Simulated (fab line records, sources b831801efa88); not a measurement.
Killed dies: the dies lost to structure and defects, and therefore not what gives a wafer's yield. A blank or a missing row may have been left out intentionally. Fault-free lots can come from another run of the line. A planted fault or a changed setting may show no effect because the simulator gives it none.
Which tool is to blame? / flow sky130 / Sampling: 14 lots, 42 wafers, 2 of 708 route steps

== WHAT EACH GAUGE READ, for each wafer ==
Not one reading of a measure or inspect step in the record can be checked against a usual standard deviation.

== WHICH TOOL RAN EACH LOT (tool, then ch and the chambers of the sampled wafers, then the start) ==
lot=L404; SKY_SONOS_ONO_WET_ETCH_16=wetBench-01 ch 2, day 12 10:46; SKY_PAD_OPEN_PROBE_99=prober-01, day 45 10:25
lot=L405; SKY_SONOS_ONO_WET_ETCH_16=wetBench-01 ch 1, day 12 19:01; SKY_PAD_OPEN_PROBE_99=prober-02, day 45 22:16
lot=L407; SKY_SONOS_ONO_WET_ETCH_16=wetBench-04 ch 3, day 13 14:52; SKY_PAD_OPEN_PROBE_99=prober-01, day 46 21:01
lot=L408; SKY_SONOS_ONO_WET_ETCH_16=wetBench-04 ch 1, day 13 15:56; SKY_PAD_OPEN_PROBE_99=prober-02, day 46 19:53
lot=L409; SKY_SONOS_ONO_WET_ETCH_16=wetBench-04 ch 2, day 14 02:58; SKY_PAD_OPEN_PROBE_99=prober-02, day 46 22:13
lot=L410; SKY_SONOS_ONO_WET_ETCH_16=wetBench-04 ch 2, day 14 12:46; SKY_PAD_OPEN_PROBE_99=prober-01, day 47 10:43
lot=L418; SKY_SONOS_ONO_WET_ETCH_16=wetBench-04 ch 1, day 17 08:25; SKY_PAD_OPEN_PROBE_99=prober-02, day 49 05:10
lot=L419; SKY_SONOS_ONO_WET_ETCH_16=wetBench-04 ch 1, day 17 12:37; SKY_PAD_OPEN_PROBE_99=prober-01, day 49 03:40
lot=L421; SKY_SONOS_ONO_WET_ETCH_16=wetBench-01 ch 1, day 18 08:22; SKY_PAD_OPEN_PROBE_99=prober-02, day 49 17:51
lot=L422; SKY_SONOS_ONO_WET_ETCH_16=wetBench-03 ch 2, day 18 11:31; SKY_PAD_OPEN_PROBE_99=prober-01, day 49 18:52
lot=L423; SKY_SONOS_ONO_WET_ETCH_16=wetBench-01 ch 2, day 19 05:55; SKY_PAD_OPEN_PROBE_99=prober-02, day 50 05:10
lot=L425; SKY_SONOS_ONO_WET_ETCH_16=wetBench-01 ch 3, day 20 01:16; SKY_PAD_OPEN_PROBE_99=prober-02, day 50 18:07
lot=L426; SKY_SONOS_ONO_WET_ETCH_16=wetBench-03 ch 3, day 20 18:13; SKY_PAD_OPEN_PROBE_99=prober-01, day 50 23:31
lot=L427; SKY_SONOS_ONO_WET_ETCH_16=wetBench-03 ch 0, day 21 10:37; SKY_PAD_OPEN_PROBE_99=prober-01, day 51 05:28
- SKY_SONOS_ONO_WET_ETCH_16: etches SiO2 in dHF, target depth 14 nm, time 280 s.
- SKY_PAD_OPEN_PROBE_99

== WHAT THE TOOLS THEMSELVES READ (means of the sampled wafers that have a number; where no wafer has one, the mark that the record gives instead) ==
SKY_SONOS_ONO_WET_ETCH_16.
lot=L404; tool=wetBench-01; runLengthS (s)=313
lot=L405; tool=wetBench-01; runLengthS (s)=311
lot=L407; tool=wetBench-04; runLengthS (s)=306
lot=L408; tool=wetBench-04; runLengthS (s)=305
lot=L409; tool=wetBench-04; runLengthS (s)=193
lot=L410; tool=wetBench-04; runLengthS (s)=193
lot=L418; tool=wetBench-04; runLengthS (s)=312
lot=L419; tool=wetBench-04; runLengthS (s)=313
lot=L421; tool=wetBench-01; runLengthS (s)=311
lot=L422; tool=wetBench-03; runLengthS (s)=306
lot=L423; tool=wetBench-01; runLengthS (s)=305
lot=L425; tool=wetBench-01; runLengthS (s)=304
lot=L426; tool=wetBench-03; runLengthS (s)=305
lot=L427; tool=wetBench-03; runLengthS (s)=307

SKY_PAD_OPEN_PROBE_99.
lot=L404 tool=prober-01 killed_at_M0_to_M3=45 killed_at_M4_up=4.3 killedAtContacts=20 killedAtFrontEnd=18 killedAtOther=0.3 killedDies=88 killedOpen=52 killedShort=36
lot=L405 tool=prober-02 killed_at_M0_to_M3=41 killed_at_M4_up=2.7 killedAtContacts=24 killedAtFrontEnd=18 killedAtOther=0.3 killedDies=86 killedOpen=47 killedShort=39
lot=L407 tool=prober-01 killed_at_M0_to_M3=35 killed_at_M4_up=5.0 killedAtContacts=27 killedAtFrontEnd=14 killedAtOther=0.3 killedDies=81 killedOpen=43 killedShort=38
lot=L408 tool=prober-02 killed_at_M0_to_M3=48 killed_at_M4_up=2.3 killedAtContacts=21 killedAtFrontEnd=20 killedAtOther=0.0 killedDies=91 killedOpen=46 killedShort=44
lot=L409 tool=prober-02 killed_at_M0_to_M3=46 killed_at_M4_up=1.7 killedAtContacts=28 killedAtFrontEnd=14 killedAtOther=0.3 killedDies=90 killedOpen=49 killedShort=41
lot=L410 tool=prober-01 killed_at_M0_to_M3=52 killed_at_M4_up=2.3 killedAtContacts=19 killedAtFrontEnd=20 killedAtOther=1.0 killedDies=95 killedOpen=50 killedShort=45
lot=L418 tool=prober-02 killed_at_M0_to_M3=47 killed_at_M4_up=5.0 killedAtContacts=23 killedAtFrontEnd=13 killedAtOther=0.3 killedDies=88 killedOpen=48 killedShort=40
lot=L419 tool=prober-01 killed_at_M0_to_M3=35 killed_at_M4_up=4.3 killedAtContacts=21 killedAtFrontEnd=19 killedAtOther=0.3 killedDies=79 killedOpen=41 killedShort=38
lot=L421 tool=prober-02 killed_at_M0_to_M3=50 killed_at_M4_up=3.3 killedAtContacts=26 killedAtFrontEnd=15 killedAtOther=0.3 killedDies=95 killedOpen=56 killedShort=37
lot=L422 tool=prober-01 killed_at_M0_to_M3=46 killed_at_M4_up=4.0 killedAtContacts=22 killedAtFrontEnd=12 killedAtOther=0.0 killedDies=84 killedOpen=39 killedShort=46
lot=L423 tool=prober-02 killed_at_M0_to_M3=41 killed_at_M4_up=3.0 killedAtContacts=19 killedAtFrontEnd=12 killedAtOther=0.3 killedDies=75 killedOpen=40 killedShort=34
lot=L425 tool=prober-02 killed_at_M0_to_M3=41 killed_at_M4_up=1.5 killedAtContacts=22 killedAtFrontEnd=20 killedAtOther=0.0 killedDies=85 killedOpen=44 killedShort=40
lot=L426 tool=prober-01 killed_at_M0_to_M3=42 killed_at_M4_up=2.3 killedAtContacts=27 killedAtFrontEnd=16 killedAtOther=0.3 killedDies=87 killedOpen=44 killedShort=42
lot=L427 tool=prober-01 killed_at_M0_to_M3=48 killed_at_M4_up=4.0 killedAtContacts=26 killedAtFrontEnd=16 killedAtOther=0.0 killedDies=93 killedOpen=53 killedShort=40

== THE ANSWER, worked out from the rows above alone ==
Rule: usual is defined by the lots themselves. Put in order of their means at a reading, lots are off if they are a third of the lots or fewer, leave a main group of 4 or more, and stand apart from it by a gap of 3 or more times the standard deviation of the main group's means; of several such gaps the widest counts. A main group is skipped when, at the precision printed for the reading in the tables above, its means are all equal. A lot without any number at a reading at which 4 lots or more have one is off too. Any other lot the step has rows for is counted as sound. After the gauges, taken in route order, come the tools' own readings; for these a lot's mean is taken, as printed above. At the first step where some lot is off, the reading lying furthest off is the one used; lots without a number count as furthest.
Off: L409, L410, at SKY_SONOS_ONO_WET_ETCH_16 (runLengthS). The main group: mean 308 s, standard deviation 3.4.
If a tool, at that step or one of the process steps before it, ran each lot that is off and ran no sound lot following the first of them, it fits. Of those tried, none fits.

== WHAT THE SIMULATOR HAD PUT IN ==
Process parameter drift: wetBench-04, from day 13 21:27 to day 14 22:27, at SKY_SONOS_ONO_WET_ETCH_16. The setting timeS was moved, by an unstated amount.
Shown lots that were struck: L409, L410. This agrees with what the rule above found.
